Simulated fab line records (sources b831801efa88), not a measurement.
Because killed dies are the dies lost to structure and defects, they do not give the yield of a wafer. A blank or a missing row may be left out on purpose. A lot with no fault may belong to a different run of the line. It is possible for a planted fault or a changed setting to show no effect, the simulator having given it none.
fab line records	flow sky130
[record] lots = 5	wafers = 15	last_day = 50
route steps=708 shown METAL5@680 PASSIVATION@681 PAD_OPEN@694
lots that met no fault: from a run of the same line without faults
start_h: start of the lot's first displayed wafer, in hours after the record's first day	wait_h: time in hours since the lot's previous step	" repeats the value in the row above	L1.1+2: a single row standing in for several wafers	- value missing, or start not given	* or withheld: withheld	< > ~ a bound
route shown NAME@n: NAME is a module with steps in the file, n the number in the route of the first one	usual: the fault-free wafers' mean and standard deviation	same: alike in all rows	chamber/n: place in a boat	sites: readings site by site	_std_site: the values' standard deviation	_edge_site: outer sites' mean less inner sites'	radius_mm: for every site, how far away it sits from the centre of the wafer	mask NAME#n: copy n	behind: tool/chamber where the wafer was last shaped	hold: why the lot was held/for how many hours/how that ended	device: transistor that didn't switch, given as n, p or np	end of line: at the end of the route, the tests of the same wafers	a step without rows: its recipe alone	killed: at the first sort, the dies lost to defects and structure; wafer yield is something else	map: per-die view of a wafer (x killed, . not killed, _ where there is no die)
set.NAME: the setting that was run; set.NAME@STEP: the one run at that earlier step	model.NAME: the simulator's own value behind a step, which no gauge read
a table for each step, a row for each wafer; lots at some steps of the route
services: when a tool's chamber went out of use (start_h, in hours from the record's first day, below 0 if earlier), for how many hours, and the reason
[[steps]]
[step SKY_METAL5_CLEAN_19]
[recipe] chemistry = O3/DIW	dry = n2_spin
lot.wafer	tool	chamber	start_h	wait_h
L081.4+5+6	wet_bench-04	1	1083.01	0.0
L084.1+3+4	wet_bench-04	2	1097.50	0.0
L086.1+4+5	wet_bench-04	3	1113.30	0.1
L087.2+4+5	wet_bench-01	2	1133.42	0.0
L097.1+4+6	wet_bench-01	0	1165.98	0.0
[step SKY_PASSIVATION_CVD_00]
[recipe] material = SiO2	target_thk_nm = 90	temp_c = 400	time_s = withheld	rf_w = 600
[usual] heater_power_w = 640/84
lot.wafer	tool	chamber	start_h	wait_h	heater_power_w
L081.4	pecvd-04	1	1083.11	0.0	760
L081.5	"	0	"	"	604
L081.6	"	2	"	"	626
L084.1	pecvd-03	0	1097.59	0.0	513
L084.3	"	2	"	"	721
L084.4	"	0	"	"	518
L086.1	pecvd-04	2	1113.39	0.0	654
L086.4	"	2	"	"	641
L086.5	"	1	"	"	819
L087.2	pecvd-02	0	1133.51	0.0	508
L087.4	"	2	"	"	687
L087.5	"	2	"	"	692
L097.1	pecvd-04	0	1166.07	0.0	524
L097.4	"	1	"	"	825
L097.6	"	2	"	"	619
[step SKY_PASSIVATION_THK_MEAS_01]
[recipe] reads = SiO2_of_PASSIVATION_CVD_00
[usual] PASSIVATION_CVD_00_THK = 90.3/1.4
lot.wafer	tool	chamber	start_h	wait_h	PASSIVATION_CVD_00_THK[nm]
L081.4	film_metro-04	-	1083.15	-	92.5
L081.5	"	-	"	"	91.5
L081.6	"	-	"	"	92.9
L084.1	film_metro-04	-	1097.61	-	88.9
L084.3	"	-	"	"	91.9
L084.4	"	-	"	"	90.4
L086.1	film_metro-02	-	1113.42	-	91.1
L086.4	"	-	"	"	92.8
L086.5	"	-	"	"	93.6
L087.2	film_metro-02	-	1133.56	-	90.4
L087.4	"	-	"	"	90.8
L087.5	"	-	"	"	91.0
L097.1	film_metro-04	-	1166.09	-	89.2
L097.4	"	-	"	"	91.5
L097.6	"	-	"	"	91.2
[step SKY_PASSIVATION_CVD_02]
[recipe] material = Si3N4	target_thk_nm = 540	temp_c = 400	time_s = withheld	rf_w = 450
[usual] heater_power_w = 682/80
lot.wafer	tool	chamber	start_h	wait_h	heater_power_w
L081.4	pecvd-03	2	1083.30	0.1	781
L081.5	"	1	"	"	670
L081.6	"	0	"	"	641
L084.1	pecvd-04	0	1097.67	0.1	550
L084.3	"	1	"	"	893
L084.4	"	0	"	"	591
L086.1	pecvd-02	0	1113.48	0.1	657
L086.4	"	2	"	"	729
L086.5	"	1	"	"	733
L087.2	pecvd-04	2	1133.61	0.0	626
L087.4	"	2	"	"	666
L087.5	"	0	"	"	693
L097.1	pecvd-02	0	1166.15	0.1	639
L097.4	"	1	"	"	720
L097.6	"	0	"	"	655
[step SKY_PASSIVATION_THK_MEAS_03]
[recipe] reads = Si3N4_of_PASSIVATION_CVD_02
[usual] PASSIVATION_CVD_02_THK = 542/7
lot.wafer	tool	chamber	start_h	wait_h	PASSIVATION_CVD_02_THK[nm]
L081.4	film_metro-02	-	1083.44	-	549
L081.5	"	-	"	"	540
L081.6	"	-	"	"	549
L084.1	film_metro-02	-	1098.01	-	531
L084.3	"	-	"	"	544
L084.4	"	-	"	"	533
L086.1	film_metro-01	-	1113.70	-	542
L086.4	"	-	"	"	553
L086.5	"	-	"	"	551
L087.2	film_metro-02	-	1133.84	-	536
L087.4	"	-	"	"	543
L087.5	"	-	"	"	537
L097.1	film_metro-01	-	1166.38	-	534
L097.4	"	-	"	"	543
L097.6	"	-	"	"	539
[step SKY_PASSIVATION_DEHYDRATE_04]
[recipe] temp_c = 200	time_s = 60
[usual] exhaust_pa = 45.0/0.87
lot.wafer	tool	chamber	start_h	wait_h	exhaust_pa
L081.4	litho_track-02	0	1092.73	9.3	44.8
L081.5	"	0	"	"	45.7
L081.6	"	0	"	"	44.9
L084.1	litho_track-03	0	1108.19	10.2	47.0
L084.3	"	0	"	"	45.0
L084.4	"	0	"	"	45.5
L086.1	litho_track-04	0	1122.24	8.5	45.5
L086.4	"	0	"	"	45.0
L086.5	"	0	"	"	45.6
L087.2	litho_track-04	0	1141.76	7.9	44.6
L087.4	"	0	"	"	44.5
L087.5	"	0	"	"	45.6
L097.1	litho_track-02	0	1174.56	8.2	44.8
L097.4	"	0	"	"	45.6
L097.6	"	0	"	"	45.8
[step SKY_PASSIVATION_HMDS_05]
[recipe] prime_time_s = 60	prime_temp_c = 120
[usual] exhaust_pa = 44.6/0.91
lot.wafer	tool	chamber	start_h	wait_h	exhaust_pa
L081.4	litho_track-02	0	1092.88	0.1	43.9
L081.5	"	0	"	"	44.7
L081.6	"	0	"	"	45.0
L084.1	litho_track-03	0	1108.34	0.1	44.6
L084.3	"	0	"	"	45.9
L084.4	"	0	"	"	46.2
L086.1	litho_track-04	0	1122.39	0.1	44.6
L086.4	"	0	"	"	44.9
L086.5	"	0	"	"	45.8
L087.2	litho_track-04	0	1141.91	0.1	43.1
L087.4	"	0	"	"	43.0
L087.5	"	0	"	"	43.9
L097.1	litho_track-02	0	1174.71	0.1	45.7
L097.4	"	0	"	"	44.7
L097.6	"	0	"	"	45.0
[step SKY_PASSIVATION_COAT_06]
[recipe] spin_rpm = 2000	resist_thk_nm = 3000
[usual] exhaust_pa = 45.0/0.77
lot.wafer	tool	chamber	start_h	wait_h	exhaust_pa
L081.4	litho_track-02	0	1093.03	0.1	46.5
L081.5	"	0	"	"	44.6
L081.6	"	0	"	"	46.5
L084.1	litho_track-03	0	1108.49	0.1	43.9
L084.3	"	0	"	"	44.8
L084.4	"	0	"	"	44.7
L086.1	litho_track-04	0	1122.54	0.1	44.6
L086.4	"	0	"	"	45.8
L086.5	"	0	"	"	45.7
L087.2	litho_track-04	0	1142.06	0.1	45.5
L087.4	"	0	"	"	46.1
L087.5	"	0	"	"	44.8
L097.1	litho_track-02	0	1174.86	0.1	45.1
L097.4	"	0	"	"	44.7
L097.6	"	0	"	"	44.4
[step SKY_PASSIVATION_SOFTBAKE_07]
[recipe] temp_c = 110	time_s = withheld
[usual] exhaust_pa = 44.9/0.79
lot.wafer	tool	chamber	start_h	wait_h	exhaust_pa
L081.4	litho_track-02	0	1093.21	0.1	45.9
L081.5	"	0	"	"	46.3
L081.6	"	0	"	"	44.0
L084.1	litho_track-03	0	1108.64	0.1	46.0
L084.3	"	0	"	"	45.0
L084.4	"	0	"	"	44.7
L086.1	litho_track-04	0	1122.69	0.1	43.3
L086.4	"	0	"	"	43.3
L086.5	"	0	"	"	44.4
L087.2	litho_track-04	0	1142.22	0.1	46.9
L087.4	"	0	"	"	45.4
L087.5	"	0	"	"	44.6
L097.1	litho_track-02	0	1175.01	0.1	45.2
L097.4	"	0	"	"	45.9
L097.6	"	0	"	"	44.5
[step SKY_PASSIVATION_EXPOSE_08]
[recipe] mask_id = NSM	target_cd_nm = 3000	na = 0.57	dose_mj = 262.1
[usual] stage_vel_mm_s = 499.99/0.26
lot.wafer	tool	chamber	start_h	wait_h	mask	stage_vel_mm_s
L081.4	iline_stepper-02	0	-	-	NSM#0	500.22
L081.5	"	0	"	"	NSM#0	500.27
L081.6	"	0	"	"	NSM#0	499.97
L084.1	iline_stepper-01	0	-	-	NSM#0	499.73
L084.3	"	0	"	"	NSM#0	499.87
L084.4	"	0	"	"	NSM#0	499.46
L086.1	iline_stepper-02	0	-	-	NSM#0	500.10
L086.4	"	0	"	"	NSM#0	500.21
L086.5	"	0	"	"	NSM#0	499.96
L087.2	iline_stepper-02	0	-	-	NSM#0	500.28
L087.4	"	0	"	"	NSM#0	500.02
L087.5	"	0	"	"	NSM#0	500.23
L097.1	iline_stepper-01	0	-	-	NSM#0	500.07
L097.4	"	0	"	"	NSM#0	500.26
L097.6	"	0	"	"	NSM#0	500.22
[step SKY_PASSIVATION_PEB_09]
[recipe] temp_c = 115	time_s = withheld
[usual] exhaust_pa = 45.0/1
lot.wafer	tool	chamber	start_h	wait_h	exhaust_pa
L081.4	litho_track-03	0	-	-	44.8
L081.5	"	0	"	"	44.0
L081.6	"	0	"	"	44.3
L084.1	litho_track-04	0	-	-	45.5
L084.3	"	0	"	"	46.5
L084.4	"	0	"	"	45.7
L086.1	litho_track-03	0	-	-	44.9
L086.4	"	0	"	"	44.5
L086.5	"	0	"	"	45.6
L087.2	litho_track-02	0	-	-	43.7
L087.4	"	0	"	"	43.4
L087.5	"	0	"	"	43.4
L097.1	litho_track-03	0	-	-	45.0
L097.4	"	0	"	"	46.5
L097.6	"	0	"	"	46.9
[step SKY_PASSIVATION_DEVELOP_10]
[recipe] develop_time_s = 60	dev_temp_c = 23
[usual] exhaust_pa = 45.1/0.8
lot.wafer	tool	chamber	start_h	wait_h	exhaust_pa
L081.4	litho_track-03	0	-	-	44.0
L081.5	"	0	"	"	45.9
L081.6	"	0	"	"	44.6
L084.1	litho_track-04	0	-	-	43.9
L084.3	"	0	"	"	43.6
L084.4	"	0	"	"	44.7
L086.1	litho_track-03	0	-	-	44.9
L086.4	"	0	"	"	44.6
L086.5	"	0	"	"	45.3
L087.2	litho_track-02	0	-	-	44.7
L087.4	"	0	"	"	44.6
L087.5	"	0	"	"	44.3
L097.1	litho_track-03	0	-	-	45.0
L097.4	"	0	"	"	44.7
L097.6	"	0	"	"	44.5
[step SKY_PASSIVATION_ETCH_11]
[recipe] chemistry = CF4/O2	target_depth_nm = 725	stop_on = AlCu	source_w = 800	bias_w = 150	pressure_mtorr = 150	cf4_flow_sccm = 80	O2_flow_sccm = 10	time_s = 161.1
[usual] drypump_motor_current_A = 6.0/0.37	oes_product_au = 0.978/0.0073	throttle_valve_pct = 5.964/0.0095
lot.wafer	tool	chamber	start_h	wait_h	drypump_motor_current_A	oes_product_au	rf_hours_counter_h	throttle_valve_pct
L081.4	rie_diel-01	0	1103.49	-	5.6	0.984	19	5.960
L081.5	"	3	"	"	6.5	0.979	-	5.974
L081.6	"	0	"	"	5.6	0.988	-	5.967
L084.1	rie_diel-04	0	1117.84	-	5.7	0.974	14	5.968
L084.3	"	1	"	"	6.1	0.982	14	5.976
L084.4	"	3	"	"	5.4	0.969	18	5.968
L086.1	rie_diel-01	2	1133.44	-	6.3	0.975	22	5.957
L086.4	"	0	"	"	5.6	0.979	20	5.974
L086.5	"	2	"	"	6.4	0.993	-	5.971
L087.2	rie_diel-04	2	1152.31	-	5.8	0.973	25	5.966
L087.4	"	0	"	"	5.8	0.969	15	5.967
L087.5	"	2	"	"	5.8	0.971	-	5.972
L097.1	rie_diel-01	0	1183.09	-	5.7	0.978	22	5.958
L097.4	"	3	"	"	6.5	0.972	18	5.983
L097.6	"	0	"	"	5.6	0.979	-	5.952
[step SKY_PASSIVATION_STRIP_12]
[recipe] chemistry = O2/N2	power_w = 1400	pressure_mtorr = 1500	platen_temp_c = withheld	overash_fraction = 0.7	o2_flow_sccm = 3000	n2_flow_sccm = 300
[usual] drypump_motor_current_A = 5.7/0.55	oes_product_au = 0.660/0.0047	strip_time_to_endpoint_s = 31.52/0.13
lot.wafer	tool	chamber	start_h	wait_h	drypump_motor_current_A	oes_product_au	rf_hours_counter_h	strip_time_to_endpoint_s
L081.4	plasma_asher-04	1	1103.63	0.1	5.8	0.657	-	31.71
L081.5	"	0	"	"	6.6	0.658	-	31.33
L081.6	"	1	"	"	5.8	0.662	-	31.59
L084.1	plasma_asher-02	1	1117.95	0.1	6.1	0.655	66	31.40
L084.3	"	1	"	"	6.1	0.660	-	31.55
L084.4	"	0	"	"	4.9	0.660	-	31.45
L086.1	plasma_asher-02	0	1133.55	0.1	5.0	0.660	68	31.48
L086.4	"	1	"	"	6.1	0.662	-	31.65
L086.5	"	1	"	"	6.1	0.667	-	31.58
L087.2	plasma_asher-03	1	1152.42	0.1	5.4	0.661	39	31.71
L087.4	"	1	"	"	5.4	0.662	-	31.71
L087.5	"	0	"	"	5.5	0.660	-	31.62
L097.1	plasma_asher-04	0	1183.20	0.1	6.6	0.660	105	31.55
L097.4	"	0	"	"	6.6	0.662	-	31.34
L097.6	"	0	"	"	6.6	0.655	-	31.47
[step SKY_PAD_OPEN_DEHYDRATE_00]
[recipe] temp_c = 200	time_s = 60
[usual] exhaust_pa = 44.8/0.9
lot.wafer	tool	chamber	start_h	wait_h	exhaust_pa
L081.4	litho_track-01	0	1112.90	9.2	45.4
L081.5	"	0	"	"	44.5
L081.6	"	0	"	"	43.9
L084.1	litho_track-01	0	1128.18	10.2	46.3
L084.3	"	0	"	"	44.3
L084.4	"	0	"	"	44.6
L086.1	litho_track-02	0	1141.21	7.6	45.7
L086.4	"	0	"	"	44.7
L086.5	"	0	"	"	45.8
L087.2	litho_track-03	0	1160.32	7.9	45.5
L087.4	"	0	"	"	44.1
L087.5	"	0	"	"	45.5
L097.1	litho_track-01	0	1191.08	7.8	44.5
L097.4	"	0	"	"	45.8
L097.6	"	0	"	"	45.8
[step SKY_PAD_OPEN_HMDS_01]
[recipe] prime_time_s = 60	prime_temp_c = 120
[usual] exhaust_pa = 45.1/0.93
lot.wafer	tool	chamber	start_h	wait_h	exhaust_pa
L081.4	litho_track-01	0	1113.05	0.1	47.3
L081.5	"	0	"	"	45.4
L081.6	"	0	"	"	47.4
L084.1	litho_track-01	0	1128.33	0.1	44.6
L084.3	"	0	"	"	46.2
L084.4	"	0	"	"	46.0
L086.1	litho_track-02	0	1141.36	0.1	45.3
L086.4	"	0	"	"	45.8
L086.5	"	0	"	"	46.1
L087.2	litho_track-03	0	1160.47	0.1	43.6
L087.4	"	0	"	"	43.5
L087.5	"	0	"	"	43.5
L097.1	litho_track-01	0	1191.23	0.1	45.4
L097.4	"	0	"	"	45.7
L097.6	"	0	"	"	46.7
[step SKY_PAD_OPEN_COAT_02]
[recipe] spin_rpm = 2000	resist_thk_nm = 3000
[usual] exhaust_pa = 45.0/0.83
lot.wafer	tool	chamber	start_h	wait_h	exhaust_pa
L081.4	litho_track-01	0	1113.20	0.1	45.0
L081.5	"	0	"	"	47.2
L081.6	"	0	"	"	45.9
L084.1	litho_track-01	0	1128.48	0.1	45.2
L084.3	"	0	"	"	45.5
L084.4	"	0	"	"	45.8
L086.1	litho_track-02	0	1141.51	0.1	44.7
L086.4	"	0	"	"	45.6
L086.5	"	0	"	"	45.5
L087.2	litho_track-03	0	1160.62	0.1	44.5
L087.4	"	0	"	"	44.9
L087.5	"	0	"	"	43.4
L097.1	litho_track-01	0	1191.38	0.1	45.7
L097.4	"	0	"	"	45.5
L097.6	"	0	"	"	45.0
[step SKY_PAD_OPEN_SOFTBAKE_03]
[recipe] temp_c = 110	time_s = withheld
[usual] exhaust_pa = 45.0/0.95
lot.wafer	tool	chamber	start_h	wait_h	exhaust_pa
L081.4	litho_track-01	0	1113.38	0.1	45.6
L081.5	"	0	"	"	45.0
L081.6	"	0	"	"	45.4
L084.1	litho_track-01	0	1128.63	0.1	45.8
L084.3	"	0	"	"	45.5
L084.4	"	0	"	"	45.7
L086.1	litho_track-02	0	1141.66	0.1	43.9
L086.4	"	0	"	"	44.5
L086.5	"	0	"	"	44.4
L087.2	litho_track-03	0	1160.77	0.1	46.1
L087.4	"	0	"	"	46.0
L087.5	"	0	"	"	43.7
L097.1	litho_track-01	0	1191.53	0.1	43.9
L097.4	"	0	"	"	45.8
L097.6	"	0	"	"	44.7
[step SKY_PAD_OPEN_EXPOSE_04]
[recipe] mask_id = PDM	target_cd_nm = 60000	na = 0.57	dose_mj = 260
[usual] stage_vel_mm_s = 500.00/0.26
lot.wafer	tool	chamber	start_h	wait_h	mask	stage_vel_mm_s
L081.4	iline_stepper-02	0	-	-	PDM#0	499.86
L081.5	"	0	"	"	PDM#0	499.82
L081.6	"	0	"	"	PDM#0	499.86
L084.1	iline_stepper-01	0	-	-	PDM#0	499.73
L084.3	"	0	"	"	PDM#0	499.84
L084.4	"	0	"	"	PDM#0	499.69
L086.1	iline_stepper-01	0	-	-	PDM#0	499.86
L086.4	"	0	"	"	PDM#0	500.27
L086.5	"	0	"	"	PDM#0	500.31
L087.2	iline_stepper-01	0	-	-	PDM#0	500.34
L087.4	"	0	"	"	PDM#0	499.96
L087.5	"	0	"	"	PDM#0	499.67
L097.1	iline_stepper-02	0	-	-	PDM#0	499.45
L097.4	"	0	"	"	PDM#0	499.83
L097.6	"	0	"	"	PDM#0	500.08
[step SKY_PAD_OPEN_PEB_05]
[recipe] temp_c = 115	time_s = withheld
[usual] exhaust_pa = 45.0/1
lot.wafer	tool	chamber	start_h	wait_h	exhaust_pa
L081.4	litho_track-02	0	-	-	45.1
L081.5	"	0	"	"	45.4
L081.6	"	0	"	"	43.6
L084.1	litho_track-02	0	-	-	45.5
L084.3	"	0	"	"	45.2
L084.4	"	0	"	"	46.0
L086.1	litho_track-02	0	-	-	45.2
L086.4	"	0	"	"	44.1
L086.5	"	0	"	"	45.9
L087.2	litho_track-01	0	-	-	48.4
L087.4	"	0	"	"	46.3
L087.5	"	0	"	"	46.8
L097.1	litho_track-02	0	-	-	43.1
L097.4	"	0	"	"	44.2
L097.6	"	0	"	"	44.0
[step SKY_PAD_OPEN_DEVELOP_06]
[recipe] develop_time_s = 60	dev_temp_c = 23
[usual] exhaust_pa = 44.9/0.84
lot.wafer	tool	chamber	start_h	wait_h	exhaust_pa
L081.4	litho_track-02	0	-	-	43.5
L081.5	"	0	"	"	45.6
L081.6	"	0	"	"	44.1
L084.1	litho_track-02	0	-	-	45.3
L084.3	"	0	"	"	44.7
L084.4	"	0	"	"	44.3
L086.1	litho_track-02	0	-	-	45.0
L086.4	"	0	"	"	43.9
L086.5	"	0	"	"	44.4
L087.2	litho_track-01	0	-	-	46.3
L087.4	"	0	"	"	47.3
L087.5	"	0	"	"	46.6
L097.1	litho_track-02	0	-	-	44.3
L097.4	"	0	"	"	45.1
L097.6	"	0	"	"	44.7
[step SKY_PAD_OPEN_ETCH_07]
[recipe] chemistry = CF4/O2	target_depth_nm = 725	stop_on = AlCu	source_w = 800	bias_w = 150	pressure_mtorr = 150	cf4_flow_sccm = 80	O2_flow_sccm = 10	time_s = 161.1
[usual] drypump_motor_current_A = 5.8/0.47	oes_product_au = 0.978/0.0072	throttle_valve_pct = 5.966/0.0095
lot.wafer	tool	chamber	start_h	wait_h	drypump_motor_current_A	oes_product_au	rf_hours_counter_h	throttle_valve_pct
L081.4	rie_diel-03	3	1123.06	-	6.2	0.991	29	5.971
L081.5	"	1	"	"	5.7	0.973	-	5.968
L081.6	"	2	"	"	6.2	0.971	-	5.976
L084.1	rie_diel-01	3	1137.51	-	6.5	0.972	16	5.961
L084.3	"	1	"	"	5.4	0.979	24	5.966
L084.4	"	0	"	"	5.6	0.972	21	5.970
L086.1	rie_diel-03	0	1151.96	-	6.1	0.973	25	5.958
L086.4	"	3	"	"	6.2	0.976	30	5.963
L086.5	"	2	"	"	6.1	0.982	-	5.959
L087.2	rie_diel-01	3	1170.13	-	6.5	0.974	17	5.952
L087.4	"	2	"	"	6.3	0.978	23	5.969
L087.5	"	0	"	"	5.6	0.976	-	5.964
L097.1	rie_diel-02	1	1199.11	-	5.9	0.973	17	5.958
L097.4	"	2	"	"	6.3	0.989	14	5.953
L097.6	"	1	"	"	5.9	0.982	-	5.955
[step SKY_PAD_OPEN_STRIP_08]
[recipe] chemistry = O2/N2	power_w = 1400	pressure_mtorr = 1500	platen_temp_c = withheld	overash_fraction = 0.7	o2_flow_sccm = 3000	n2_flow_sccm = 300
[usual] drypump_motor_current_A = 5.4/0.45	oes_product_au = 0.663/0.0041	strip_time_to_endpoint_s = 37.10/0.12
lot.wafer	tool	chamber	start_h	wait_h	drypump_motor_current_A	oes_product_au	rf_hours_counter_h	strip_time_to_endpoint_s
L081.4	plasma_asher-02	0	1123.20	0.1	5.0	0.658	-	37.14
L081.5	"	1	"	"	6.1	0.658	-	37.08
L081.6	"	0	"	"	5.0	0.663	-	37.07
L084.1	plasma_asher-01	1	1137.62	0.1	4.8	0.658	7	37.16
L084.3	"	0	"	"	5.2	0.664	-	37.10
L084.4	"	1	"	"	4.8	0.654	-	37.17
L086.1	plasma_asher-02	1	1152.07	0.1	6.1	0.664	69	37.12
L086.4	"	0	"	"	5.0	0.663	-	37.18
L086.5	"	1	"	"	6.1	0.661	-	37.07
L087.2	plasma_asher-02	1	1170.23	0.1	6.1	0.660	71	37.23
L087.4	"	0	"	"	5.0	0.663	-	37.27
L087.5	"	1	"	"	6.1	0.658	-	37.29
L097.1	plasma_asher-03	1	1199.22	0.1	5.4	0.663	43	37.04
L097.4	"	0	"	"	5.5	0.663	-	36.96
L097.6	"	1	"	"	5.3	0.659	-	37.11
[step SKY_PAD_OPEN_STRIP_09]
[recipe] chemistry = post_etch_residue_remover	time_s = 1200	temp_c = 72.5
lot.wafer	tool	chamber	start_h	wait_h
L081.4+5+6	wet_bench-01	0	1123.27	0.0
L084.1+3+4	wet_bench-03	2	1137.78	0.1
L086.1+4+5	wet_bench-03	1	1152.17	0.1
L087.2+4+5	wet_bench-03	3	1170.33	0.1
L097.1+4+6	wet_bench-03	0	1199.32	0.1
[step SKY_PAD_OPEN_CLEAN_10]
[recipe] chemistry = IPA	time_s = 180	temp_c = 25
lot.wafer	tool	chamber	start_h	wait_h
L081.4+5+6	wet_bench-01	2	1123.64	0.0
L084.1+3+4	wet_bench-01	2	1138.15	0.0
L086.1+4+5	wet_bench-04	0	1152.51	0.0
L087.2+4+5	wet_bench-01	1	1170.71	0.0
L097.1+4+6	wet_bench-01	3	1199.66	0.0
[step SKY_PAD_OPEN_CLEAN_11]
[recipe] chemistry = O3/DIW	dry = n2_spin
lot.wafer	tool	chamber	start_h	wait_h
L081.4+5+6	wet_bench-01	3	1123.70	0.0
L084.1+3+4	wet_bench-03	3	1138.21	0.0
L086.1+4+5	wet_bench-01	0	1152.57	0.0
L087.2+4+5	wet_bench-03	2	1170.77	0.0
L097.1+4+6	wet_bench-04	3	1199.72	0.0
[step SKY_PAD_OPEN_ANNEAL_12]
[recipe] temp_c = 398.8	time_s = withheld	ambient = N2/H2	idle_temp_c = 300	ramp_up_c_per_min = 8	ramp_down_c_per_min = 4
[usual] spike_tc_bottom_C = 421.3/1.9	tube_center_temp_C = 398.8/0.035	zone_power_upper_pct = 4.27/0.29
lot.wafer	tool	chamber	start_h	wait_h	spike_tc_bottom_C	tube_center_temp_C	zone_power_upper_pct
L081.4	furnace-01	0	1123.80	0.0	416.8	398.8	3.96
L081.5	"	0	"	"	420.2	398.8	3.98
L081.6	"	0	"	"	419.0	398.75	4.01
L084.1	furnace-02	0	1138.31	0.0	423.5	398.77	4.51
L084.3	"	0	"	"	421.9	398.8	4.60
L084.4	"	0	"	"	422.3	398.8	4.60
L086.1	furnace-01	0	1152.66	0.0	420.3	398.76	3.98
L086.4	"	0	"	"	420.7	398.72	3.86
L086.5	"	0	"	"	421.1	398.78	3.96
L087.2	furnace-01	0	1170.87	0.0	420.7	398.81	3.98
L087.4	"	0	"	"	420.3	398.8	3.95
L087.5	"	0	"	"	418.2	398.81	4.00
L097.1	furnace-01	0	1199.81	0.0	420.4	398.79	3.94
L097.4	"	0	"	"	420.0	398.79	3.92
L097.6	"	0	"	"	418.7	398.76	3.88
[step SKY_PAD_OPEN_BOW_MEAS_13]
[recipe] mode = bow
[usual] PAD_OPEN_BOW = 49/8.1
lot.wafer	tool	chamber	start_h	wait_h	PAD_OPEN_BOW[um]
L081.4	film_metro-04	-	1125.36	-	50
L081.5	"	-	"	"	47
L081.6	"	-	"	"	58
L084.1	film_metro-01	-	1139.81	-	54
L084.3	"	-	"	"	58
L084.4	"	-	"	"	65
L086.1	film_metro-03	-	1154.16	-	63
L086.4	"	-	"	"	51
L086.5	"	-	"	"	58
L087.2	film_metro-04	-	1172.39	-	61
L087.4	"	-	"	"	36
L087.5	"	-	"	"	44
L097.1	film_metro-04	-	1201.31	-	48
L097.4	"	-	"	"	49
L097.6	"	-	"	"	64
[[services]]
tool	chamber	start_h	hours	kind
pecvd-04	-	1060.65	2.9	repair
plasma_asher-01	-	1064.17	3.8	repair
rie_diel-01	0	1064.98	8.0	repair
rie_diel-02	-	1082.54	0.7	repair
rie_diel-04	3	1088.08	12.6	repair
rie_diel-01	1	1096.45	5.3	repair
pecvd-04	2	1096.69	10.0	repair
rie_diel-04	0	1098.51	15.4	repair
rie_diel-04	0	1139.40	11.9	repair
pecvd-03	-	1144.69	0.6	repair
wet_bench-03	-	1147.10	2.4	repair
iline_stepper-02	-	1153.90	8.5	repair
rie_diel-02	2	1156.53	16.2	repair
rie_diel-02	0	1158.23	5.3	repair
furnace-02	-	1168.72	3.1	pm
iline_stepper-02	0	1171.62	-	calibration
pecvd-04	1	1173.99	15.5	repair
rie_diel-02	2	1180.98	6.2	repair
iline_stepper-01	-	1181.45	2.6	repair
furnace-02	-	1183.31	3.6	pm
rie_diel-04	-	1186.01	0.4	repair
furnace-01	-	1186.95	3.5	pm
plasma_asher-03	-	1187.69	2.8	pm
iline_stepper-02	-	1188.23	1.1	repair
[[key]]
fault none
